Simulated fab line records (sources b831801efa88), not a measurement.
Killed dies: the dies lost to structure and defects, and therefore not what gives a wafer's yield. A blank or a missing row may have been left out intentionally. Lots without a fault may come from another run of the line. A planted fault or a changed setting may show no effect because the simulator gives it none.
fab line records	flow sfq_line
[record] lots = 6	wafers = 18	last_day = 92
route steps=325 shown M2@92 I2@103 M3@118
lots with no fault: from the same line, run without faults
start_h: start of the lot's first displayed wafer, in hours after the record's first day	wait_h: hours from the lot's prior step to this one	" identical to the entry in the row above	L1.1+2: several wafers, shown together as one row	- value missing, or start not given	* or withheld: withheld	< > ~ a bound
route shown NAME@n: NAME is a module with steps in the file, n the number in the route of the first one	usual: average and standard deviation across the fault-free wafers	same: alike in all rows	chamber/n: place in a boat	sites: readings site by site	_std_site: standard deviation across them	_edge_site: mean of outer sites minus mean of inner sites	radius_mm: for every site, how far away it sits from the centre of the wafer	mask NAME#n: copy n	behind: the last tool/chamber to shape the wafer	hold: why the lot went on hold/how many hours it stayed there/how the hold came to an end	device: whichever transistor did not switch (one of n, p or np)	end of line: the tests these same wafers got at the end of their route	for a step that has no rows: nothing shown but its recipe	killed: dies lost to structure and defects at the first sort, not the wafer's yield	map: per-die view of a wafer (x killed, . not killed, _ where there is no die)
set.NAME: the setting the step ran with; set.NAME@STEP: the setting that earlier step ran with	model.NAME: the simulator's own value behind a step, which no gauge read
lots at some steps of the route; a table a step, a row a wafer
services: when a tool's chamber went out of use (start_h, in hours from the record's first day, below 0 if earlier), for how many hours, and the reason
[[steps]]
[step SFQ_TRILAYER_M2_LITHO_COAT_062]
[recipe] resist = BARC	spin_rpm = 3000	resist_thk_nm = 62
[step SFQ_TRILAYER_M2_LITHO_COAT_057]
[recipe] resist = KrF	spin_rpm = 3000	resist_thk_nm = 600
[step SFQ_TRILAYER_M2_LITHO_SOFTBAKE_061]
[recipe] temp_c = withheld	time_s = withheld	resist = KrF
[step SFQ_TRILAYER_M2_LITHO_EXPOSE_058]
[recipe] mask_id = M2	na = 0.6	source_shape = conventional	sigma_outer = 0.65	target_cd_nm = 500	dose_mj = 14.4
[step SFQ_TRILAYER_M2_LITHO_PEB_060]
[recipe] peb_temp_c = 115	peb_time_s = 60	resist = KrF
[step SFQ_TRILAYER_M2_LITHO_DEVELOP_059]
[recipe] time_s = 60	resist = KrF
[step SFQ_M2_OVL_MEAS_916]
[usual] M2_OVL = 4/4.7
lot.wafer	tool	chamber	start_h	wait_h	M2_OVL[nm]
L369.1	overlay-01	-	672.80	0.1	-1
L369.2	"	-	"	"	0
L369.4	"	-	"	"	-1
L377.1	overlay-02	-	767.59	0.1	-6
L377.5	"	-	"	"	-5
L377.6	"	-	"	"	-2
L379.1	overlay-02	-	775.99	0.1	8
L379.3	"	-	"	"	3
L379.4	"	-	"	"	7
L380.1	overlay-01	-	779.59	0.1	8
L380.2	"	-	"	"	2
L380.5	"	-	"	"	7
L381.2	overlay-01	-	782.38	0.1	3
L381.3	"	-	"	"	3
L381.4	"	-	"	"	3
L385.3	overlay-02	-	800.19	0.1	7
L385.4	"	-	"	"	1
L385.5	"	-	"	"	0
[step SFQ_TRILAYER_M2_BARC_OPEN_METAL_ETCH_077]
[recipe] mask_material = PR	chemistry = O2	target_depth_nm = 125	target = BARC	icp_w = 600	bias_w = 80	pressure_mtorr = 10	time_s = 41.7
[step SFQ_TRILAYER_M2_ETCH_METAL_ETCH_060]
[recipe] target = Nb	stop_on = SiO2	mask_material = PR	chemistry = Cl2/Ar	target_depth_nm = 240	icp_w = 600	bias_w = 80	pressure_mtorr = 10	time_s = 120
[usual] drypump_motor_current_A = 5.38/0.26	oes_product_au = 0.891/0.0067
lot.wafer	tool	chamber	start_h	wait_h	drypump_motor_current_A	oes_product_au	rf_hours_counter_h
L369.1	rie_metal-04	1	672.89	0.0	5.35	0.891	43
L369.2	"	0	"	"	5.04	0.888	92
L369.4	"	0	"	"	5.06	0.892	-
L377.1	rie_metal-04	1	767.68	0.0	5.31	0.903	58
L377.5	"	0	"	"	5.05	0.891	-
L377.6	"	1	"	"	5.30	0.896	-
L379.1	rie_metal-04	0	776.08	0.0	5.07	0.885	110
L379.3	"	0	"	"	5.07	0.884	-
L379.4	"	1	"	"	5.32	0.893	-
L380.1	rie_metal-01	1	779.68	0.0	5.40	0.902	4
L380.2	"	0	"	"	5.84	0.889	129
L380.5	"	0	"	"	5.83	0.893	-
L381.2	rie_metal-01	0	782.47	0.0	5.85	0.891	129
L381.3	"	1	"	"	5.38	0.886	-
L381.4	"	0	"	"	5.86	0.893	-
L385.3	rie_metal-03	0	800.31	0.1	5.24	0.901	-
L385.4	"	1	"	"	5.50	0.897	-
L385.5	"	1	"	"	5.51	0.901	-
[step SFQ_TRILAYER_M2_STRIP_STRIP_061]
[recipe] gas = O2	power_w = 200	platen_temp_c = 40	overash_fraction = 0.65	chemistry = O2	pressure_mtorr = 50
[usual] drypump_motor_current_A = 5.38/0.26	oes_product_au = 1.000/0.015
lot.wafer	tool	chamber	start_h	wait_h	drypump_motor_current_A	oes_product_au	rf_hours_counter_h
L369.1	rie_metal-04	1	673.02	0.1	5.31	0.987	44
L369.2	"	0	"	"	5.07	1.019	93
L369.4	"	0	"	"	5.05	1.019	-
L377.1	rie_metal-04	1	767.81	0.1	5.30	0.982	58
L377.5	"	0	"	"	5.03	1.006	-
L377.6	"	1	"	"	5.27	0.989	-
L379.1	rie_metal-04	0	776.21	0.1	5.05	1.017	110
L379.3	"	0	"	"	5.06	1.024	-
L379.4	"	1	"	"	5.31	1.004	-
L380.1	rie_metal-01	1	779.81	0.1	5.40	1.012	4
L380.2	"	0	"	"	5.80	0.977	129
L380.5	"	0	"	"	5.83	0.975	-
L381.2	rie_metal-01	0	782.60	0.1	5.84	0.971	129
L381.3	"	1	"	"	5.38	1.007	-
L381.4	"	0	"	"	5.85	0.977	-
L385.3	rie_metal-03	0	800.60	0.2	5.26	1.014	-
L385.4	"	1	"	"	5.51	1.011	-
L385.5	"	1	"	"	5.52	1.025	-
[step SFQ_TRILAYER_M2_STRIP_SOLV_CLEAN_062]
[recipe] chemistry = NMP	temp_c = 70	time_s = 600
[step SFQ_TRILAYER_I2_DEP_PECVD_063]
[recipe] material = SiO2	temp_c = 150	time_s = 111.11	pressure_torr = 2.4	rf_w = 183.3	precursor = SiH4/N2O	target_thk_nm = 500
[step SFQ_TRILAYER_I2_CMP_CMP_064]
[recipe] material = SiO2	down_force_psi = 3	platen_rpm = 60	pad_velocity_m_s = 0.94248
[usual] motor_current_A = 9.7/0.6	time_to_endpoint_s = 218/8.2
lot.wafer	tool	chamber	start_h	wait_h	motor_current_A	time_to_endpoint_s	model.SiO2_of_TRILAYER_I2_DEP_PECVD_063.thk_nm
L369.2	cmp-01	0	674.74	0.9	8.9	221	200.7
L369.4	"	1	"	"	8.9	211	199.2
L369.1	"	2	"	"	9.2	216	200.2
L377.1	cmp-02	3	777.06	8.4	9.8	212	202
L377.5	"	3	779.06	10.4	10.0	210	200.5
L377.6	"	0	"	"	10.7	222	199.8
L379.4	cmp-01	2	783.84	6.8	9.2	243	181.6
L379.3	"	0	784.84	7.8	8.9	242	180.9
L379.1	"	1	"	"	9.2	229	180.6
L380.2	cmp-01	3	787.84	7.2	10.8	223	180.3
L380.1	"	0	"	"	8.5	238	181
L380.5	"	2	789.34	8.7	9.2	237	180.4
L381.3	cmp-02	0	792.56	9.2	10.8	209	199.3
L381.4	"	1	"	"	10.0	208	198.9
L381.2	"	2	"	"	10.1	206	199.9
L385.3	cmp-02	2	834.71	33.5	9.3	220	200.6
L385.4	"	3	"	"	9.5	222	200.4
L385.5	"	2	836.71	35.5	9.6	234	202.4
[step SFQ_I2_BOW_MEAS_917]
[recipe] mode = bow
[usual] I2_BOW = 0/8.7
lot.wafer	tool	chamber	start_h	wait_h	I2_BOW[um]
L369.1	film_metro-03	-	677.74	1.5	-15
L369.2	"	-	"	"	4
L369.4	"	-	"	"	5
L377.1	film_metro-03	-	780.06	2.5	15
L377.5	"	-	"	"	3
L377.6	"	-	"	"	15
L379.1	film_metro-03	-	786.84	1.0	1
L379.3	"	-	"	"	7
L379.4	"	-	"	"	1
L380.1	film_metro-02	-	789.84	1.0	1
L380.2	"	-	"	"	13
L380.5	"	-	"	"	-3
L381.2	film_metro-02	-	795.08	1.0	1
L381.3	"	-	"	"	11
L381.4	"	-	"	"	11
L385.3	film_metro-03	-	837.75	2.5	-3
L385.4	"	-	"	"	0
L385.5	"	-	"	"	-1
[step SFQ_TRILAYER_I2_METRO_MEASURE_065]
[usual] thk_nm = 200.5/1.1
lot.wafer	tool	chamber	start_h	wait_h	thk_nm
L369.1	film_metro-03	-	677.86	0.1	200.1
L369.2	"	-	"	"	200.7
L369.4	"	-	"	"	199.2
L377.1	film_metro-03	-	780.18	0.1	202.1
L377.5	"	-	"	"	200.4
L377.6	"	-	"	"	199.8
L379.1	film_metro-03	-	786.96	0.1	180.7
L379.3	"	-	"	"	180.9
L379.4	"	-	"	"	181.7
L380.1	film_metro-02	-	789.96	0.1	181.0
L380.2	"	-	"	"	180.2
L380.5	"	-	"	"	180.4
L381.2	film_metro-02	-	795.38	0.3	200.0
L381.3	"	-	"	"	199.2
L381.4	"	-	"	"	198.9
L385.3	film_metro-03	-	838.23	0.5	200.6
L385.4	"	-	"	"	200.5
L385.5	"	-	"	"	202.3
[step SFQ_TRILAYER_I2_VIA_LITHO_COAT_072]
[recipe] resist = BARC	spin_rpm = 3000	resist_thk_nm = 62
[step SFQ_TRILAYER_I2_VIA_LITHO_COAT_067]
[recipe] resist = KrF	spin_rpm = 3000	resist_thk_nm = 650
[step SFQ_TRILAYER_I2_VIA_LITHO_SOFTBAKE_071]
[recipe] temp_c = withheld	time_s = withheld	resist = KrF
[step SFQ_TRILAYER_I2_VIA_LITHO_EXPOSE_068]
[recipe] mask_id = I2	na = 0.6	source_shape = conventional	sigma_outer = 0.65	target_cd_nm = 500	dose_mj = 21.3
[step SFQ_TRILAYER_I2_VIA_LITHO_PEB_070]
[recipe] peb_temp_c = 115	peb_time_s = 60	resist = KrF
[step SFQ_TRILAYER_I2_VIA_LITHO_DEVELOP_069]
[recipe] time_s = 60	resist = KrF
[step SFQ_I2_OVL_MEAS_918]
[usual] I2_OVL = -1/6.7
lot.wafer	tool	chamber	start_h	wait_h	I2_OVL[nm]
L369.1	overlay-01	-	827.59	0.1	0
L369.2	"	-	"	"	8
L369.4	"	-	"	"	10
L377.1	overlay-02	-	909.40	0.1	1
L377.5	"	-	"	"	-3
L377.6	"	-	"	"	4
L379.1	overlay-02	-	915.40	0.1	5
L379.3	"	-	"	"	1
L379.4	"	-	"	"	5
L380.1	overlay-02	-	919.00	0.1	-7
L380.2	"	-	"	"	-15
L380.5	"	-	"	"	-8
L381.2	overlay-02	-	925.01	0.1	-15
L381.3	"	-	"	"	-11
L381.4	"	-	"	"	-12
L385.3	overlay-01	-	968.92	0.1	1
L385.4	"	-	"	"	5
L385.5	"	-	"	"	-1
[step SFQ_TRILAYER_I2_VIA_BARC_OPEN_VIA_ETCH_096]
[recipe] mask_material = PR	chemistry = O2	target_depth_nm = 125	target = BARC	source_w = 500	bias_w = 80	pressure_mtorr = 30	time_s = 41.7
[usual] drypump_motor_current_A = 6.0/0.59	oes_product_au = 0.685/0.0051
lot.wafer	tool	chamber	start_h	wait_h	drypump_motor_current_A	oes_product_au	rf_hours_counter_h
L369.1	rie_diel-02	1	827.62	0.0	5.7	0.686	16
L369.2	"	2	"	"	6.7	0.687	5
L369.4	"	3	"	"	5.6	0.680	8
L377.1	rie_diel-03	2	909.44	0.0	5.7	0.686	15
L377.5	"	0	"	"	6.4	0.679	-
L377.6	"	3	"	"	6.7	0.689	-
L379.1	rie_diel-01	3	915.44	0.0	6.4	0.681	11
L379.3	"	1	"	"	6.7	0.678	17
L379.4	"	2	"	"	5.0	0.689	1
L380.1	rie_diel-02	1	919.04	0.0	5.7	0.683	18
L380.2	"	0	"	"	5.0	0.688	10
L380.5	"	1	"	"	5.7	0.683	-
L381.2	rie_diel-02	0	925.04	0.0	5.0	0.702	10
L381.3	"	3	"	"	5.6	0.686	10
L381.4	"	1	"	"	5.7	0.680	18
L385.3	rie_diel-02	1	968.95	0.0	5.7	0.681	19
L385.4	"	3	"	"	5.6	0.681	11
L385.5	"	1	"	"	5.8	0.687	-
[step SFQ_TRILAYER_I2_VIA_ETCH_VIA_ETCH_070]
[recipe] target = SiO2	stop_on = Nb	mask_material = PR	taper_deg = 20	chemistry = CHF3	target_depth_nm = 260	source_w = 500	bias_w = 80	pressure_mtorr = 30	time_s = withheld
[usual] drypump_motor_current_A = 6.0/0.59	oes_product_au = 0.856/0.0057
lot.wafer	tool	chamber	start_h	wait_h	drypump_motor_current_A	oes_product_au	model.I2.feature_depth_nm	model.etch.depth_nm
L369.1	rie_diel-02	1	827.66	0.0	5.8	0.848	200.2	200.2
L369.2	"	2	"	"	6.7	0.862	200.7	200.7
L369.4	"	3	"	"	5.6	0.853	199.2	199.2
L377.1	rie_diel-03	2	909.48	0.0	5.7	0.853	202	202
L377.5	"	0	"	"	6.3	0.848	200.5	200.5
L377.6	"	3	"	"	6.7	0.849	199.8	199.8
L379.1	rie_diel-01	3	915.48	0.0	6.4	0.806	180.6	180.6
L379.3	"	1	"	"	6.7	0.815	180.9	180.9
L379.4	"	2	"	"	5.0	0.811	181.6	181.6
L380.1	rie_diel-02	1	919.08	0.0	5.8	0.806	181	181
L380.2	"	0	"	"	5.0	0.814	180.3	180.3
L380.5	"	1	"	"	5.7	0.811	180.4	180.4
L381.2	rie_diel-02	0	925.08	0.0	5.0	0.864	199.9	199.9
L381.3	"	3	"	"	5.6	0.839	199.3	199.3
L381.4	"	1	"	"	5.8	0.848	198.9	198.9
L385.3	rie_diel-02	1	968.99	0.0	5.8	0.853	200.6	200.6
L385.4	"	3	"	"	5.6	0.857	200.4	200.4
L385.5	"	1	"	"	5.8	0.873	202.4	202.4
[step SFQ_TRILAYER_I2_VIA_STRIP_STRIP_071]
[recipe] gas = O2	power_w = 200	platen_temp_c = 40	overash_fraction = 0.65	chemistry = O2	pressure_mtorr = 50
[usual] drypump_motor_current_A = 5.3/0.32	oes_product_au = 1.001/0.013
lot.wafer	tool	chamber	start_h	wait_h	drypump_motor_current_A	oes_product_au	rf_hours_counter_h
L369.1	rie_metal-04	1	827.77	-	5.3	1.000	69
L369.2	"	0	"	"	5.1	1.016	120
L369.4	"	0	"	"	5.1	1.007	-
L377.1	rie_metal-04	0	909.59	-	5.1	0.990	131
L377.5	"	1	"	"	5.3	0.990	-
L377.6	"	0	"	"	5.1	1.005	-
L379.1	rie_metal-01	1	915.59	-	5.4	1.018	30
L379.3	"	0	"	"	5.8	1.005	-
L379.4	"	1	"	"	5.4	1.020	-
L380.1	rie_metal-04	0	919.19	-	5.1	1.013	133
L380.2	"	1	"	"	5.3	0.982	82
L380.5	"	1	"	"	5.3	0.991	-
L381.2	rie_metal-02	0	925.19	-	5.7	0.982	85
L381.3	"	1	"	"	4.7	1.002	-
L381.4	"	0	"	"	5.6	0.993	-
L385.3	rie_metal-01	0	969.30	-	5.8	0.976	-
L385.4	"	1	"	"	5.4	1.007	-
L385.5	"	1	"	"	5.4	1.003	-
[step SFQ_TRILAYER_I2_VIA_STRIP_SOLV_CLEAN_072]
[recipe] chemistry = NMP	temp_c = 70	time_s = 600
[step SFQ_TRILAYER_M3_DEP_PRE_CLEAN_074]
[recipe] gas = Ar	time_s = 22.5	bias_v = 250
lot.wafer	tool	chamber	start_h	wait_h	model.SiO2_of_TRILAYER_I2_DEP_PECVD_063.thk_nm
L369.1	pvd_sputter-03	-	828.55	0.0	192.7
L369.2	"	-	"	"	193.2
L369.4	"	-	"	"	191.7
L377.1	pvd_sputter-03	-	910.36	0.0	194.5
L377.5	"	-	"	"	193
L377.6	"	-	"	"	192.3
L379.1	pvd_sputter-05	-	916.36	0.0	173.1
L379.3	"	-	"	"	173.4
L379.4	"	-	"	"	174.1
L380.1	pvd_sputter-06	-	919.96	0.0	173.5
L380.2	"	-	"	"	172.8
L380.5	"	-	"	"	172.9
L381.2	pvd_sputter-06	-	925.96	0.0	192.4
L381.3	"	-	"	"	191.8
L381.4	"	-	"	"	191.4
L385.3	pvd_sputter-05	-	969.88	0.0	193.1
L385.4	"	-	"	"	192.9
L385.5	"	-	"	"	194.9
[step SFQ_TRILAYER_M3_DEP_SPUTTER_073]
[recipe] material = Nb	base_pressure_pa = 1.33e-06	chamber_pressure_pa = 0.1333	substrate_temp_c = 20	resputter_cathode_voltage_v = 400	target_thk_nm = 200	power_w = 2000	time_s = 133.3
[usual] chamber_pressure_pa = 0.13333/0.00025	throttle_valve_pct = 30.0/0.77
lot.wafer	tool	chamber	start_h	wait_h	chamber_pressure_pa	throttle_valve_pct
L369.1	pvd_sputter-03	-	828.58	0.0	0.13413	31.4
L369.2	"	-	"	"	0.13311	30.8
L369.4	"	-	"	"	0.13347	30.1
L377.1	pvd_sputter-03	-	910.39	0.0	0.13322	29.4
L377.5	"	-	"	"	0.13306	31.5
L377.6	"	-	"	"	0.13337	29.3
L379.1	pvd_sputter-05	-	916.39	0.0	0.13324	29.4
L379.3	"	-	"	"	0.13355	29.4
L379.4	"	-	"	"	0.13337	29.2
L380.1	pvd_sputter-06	-	919.99	0.0	0.13334	30.5
L380.2	"	-	"	"	0.13334	30.1
L380.5	"	-	"	"	0.13289	30.4
L381.2	pvd_sputter-06	-	925.99	0.0	0.13336	28.8
L381.3	"	-	"	"	0.13321	30.6
L381.4	"	-	"	"	0.13314	30.5
L385.3	pvd_sputter-05	-	969.90	0.0	0.13334	29.9
L385.4	"	-	"	"	0.13332	29.6
L385.5	"	-	"	"	0.13342	29.7
[[services]]
tool	chamber	start_h	hours	kind
rie_metal-01	-	650.00	2.8	pm
film_metro-03	-	672.94	0.3	pm
pvd_sputter-06	-	690.69	17.8	repair
pvd_sputter-06	-	691.16	0.8	repair
cmp-01	-	696.53	1.0	repair
film_metro-03	-	703.43	0.5	pm
rie_diel-02	0	705.09	30.5	repair
pvd_sputter-05	-	707.21	2.0	repair
rie_diel-02	-	722.66	0.2	repair
pvd_sputter-05	-	724.28	5.8	repair
rie_diel-02	2	732.16	2.9	repair
rie_metal-04	1	735.32	6.8	repair
film_metro-03	-	741.58	0.5	pm
rie_diel-02	1	768.71	4.1	repair
pvd_sputter-03	-	800.22	1.2	repair
pvd_sputter-03	-	800.86	3.2	repair
film_metro-03	-	869.63	4.5	pm
rie_diel-02	2	872.78	13.6	repair
pvd_sputter-06	-	893.54	4.8	repair
pvd_sputter-06	-	916.23	2.0	repair
film_metro-03	-	917.41	0.9	pm
rie_metal-04	0	943.20	3.1	repair
rie_metal-04	0	961.39	12.6	repair
pvd_sputter-03	-	962.28	0.6	repair
[[key]]
[first_sign] step = SFQ_TRILAYER_I2_CMP_CMP_064	reading = time_to_endpoint_s	direction = up	sigmas = 2.1	usual = *	struck = *
[effect] step = SFQ_TRILAYER_I2_METRO_MEASURE_065	reading = thk_nm	direction = down	sigmas = 18	usual = 200.5	struck = 180.8
[effect] step = SFQ_TRILAYER_I2_VIA_ETCH_VIA_ETCH_070	reading = oes_product_au	direction = down	sigmas = 8	usual = 0.856	struck = 0.811
[model_effect] step = SFQ_TRILAYER_I2_CMP_CMP_064	value = SiO2_of_TRILAYER_I2_DEP_PECVD_063.thk_nm	without = 200.8	struck = 180.8
[model_effect] step = SFQ_TRILAYER_I2_VIA_ETCH_VIA_ETCH_070	value = I2.feature_depth_nm	without = 200.8	struck = 180.8
[model_effect] step = SFQ_TRILAYER_M3_DEP_PRE_CLEAN_074	value = SiO2_of_TRILAYER_I2_DEP_PECVD_063.thk_nm	without = 193.3	struck = 173.3
met_at SFQ_TRILAYER_I2_CMP_CMP_064
struck_wafers L379.1,L379.3,L379.4,L380.1,L380.2,L380.5
onset_between 674.74 783.84
[fault] kind = process_parameter_drift	tool = cmp-01	chamber = -	onset_h = 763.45	steps = SFQ_TRILAYER_I2_CMP_CMP_064	channel = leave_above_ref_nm	offset = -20	shape = step	end_h = 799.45	acts_in = these_recipes_only	stated = 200
